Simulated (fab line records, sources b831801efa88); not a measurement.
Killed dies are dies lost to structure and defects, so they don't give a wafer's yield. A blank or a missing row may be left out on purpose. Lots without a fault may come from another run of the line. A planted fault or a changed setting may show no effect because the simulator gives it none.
Problem report in the 8D (eight disciplines) form, filled by code | flow sky130 | the parts of the form that need people (team, actions taken, sign-off) are left out

1. THE PROBLEM
oes_product_au at SKY_LOCAL_INTERCONNECT_METAL_ETCH_14 reads a mean of 0.974 a.u. on 2 wafers of 1 lot; wafers without a fault read 0.941 a.u. with a standard deviation of 0.0069. That is +4.9 standard deviations from the usual mean.
The step: etches TiN in Cl2/BCl3, stops on PSG, target depth 110 nm, time 31.4 s.
First seen on wafer L845.1, day 34 08:43, on rie_metal-02. The record holds 38 wafers of 13 lots with a number at this step. Rule for "out", or "out of limits": more than 4 standard deviations from the usual mean. The other wafers with a number count as sound.

2. WHAT IT IS AND WHAT IT IS NOT
question                    | is                     | is not
which readings at this step | oes_product_au         | drypump_motor_current_A
which lots                  | L845                   | L833, L834, L835, L837, L841, L842, L843, L844, L847, L854, L855, L856
which wafers of those lots  | all that have a number | -
read on which tools         | rie_metal-02           | rie_metal-01, rie_metal-03
when                        | from day 34 08:43      | up to then (24 sound wafers); but 12 sound wafers of L847, L854, L855, L856 came after

3. SUSPECTS, AND WHAT RULES EACH OUT
Counting: a tool at a process step up to the reading stays a suspect if it ran every lot that is out and no sound lot after the first of them.
- rie_metal-02 at SKY_LOCAL_INTERCONNECT_METAL_ETCH_14 (etches TiN in Cl2/BCl3, stops on PSG, target depth 110 nm, time 31.4 s): kept. It ran the lot that is out, L845 (day 34 08:43), and no sound lot after that; its last sound lot up to then is L844 (day 34 03:58). Its own readings are out on those wafers: oes_product_au.
Left after counting: rie_metal-02 at SKY_LOCAL_INTERCONNECT_METAL_ETCH_14.

4. THE CAUSE (what the simulator had put in)
Process parameter drift: rie_metal-02, from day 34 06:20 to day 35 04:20, at SKY_LOCAL_INTERCONNECT_METAL_ETCH_14. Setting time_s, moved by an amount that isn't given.
Counting left only this tool.

5. THE CHAIN OF EFFECTS, in route order
Each row: a reading whose mean over the struck wafers that have a number lies more than 3 standard deviations from the usual. Only readings for which the record gives a usual standard deviation are gone through. hours: the time from each lot's start at the first step in this table that gives one to its start at this step, as a median over the lots. sigmas: the change in usual standard deviations.
hours | step                                 | reading        | usual      | on struck wafers | change | sigmas
0     | SKY_LOCAL_INTERCONNECT_METAL_ETCH_14 | oes_product_au | 0.941 a.u. | 0.974            | +0.033 | +4.9
0     | SKY_LOCAL_INTERCONNECT_METAL_ETCH_14 | run_length_s   | 59.8 s     | 58.1             | -1.7   | -3.5
The process steps in it:
- SKY_LOCAL_INTERCONNECT_METAL_ETCH_14: etches TiN in Cl2/BCl3, stops on PSG, target depth 110 nm, time 31.4 s.

6. WHAT WOULD HAVE CAUGHT IT SOONER
In this record the first reading out of limits was taken at day 34 08:43, 2 hours after the fault began at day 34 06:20.
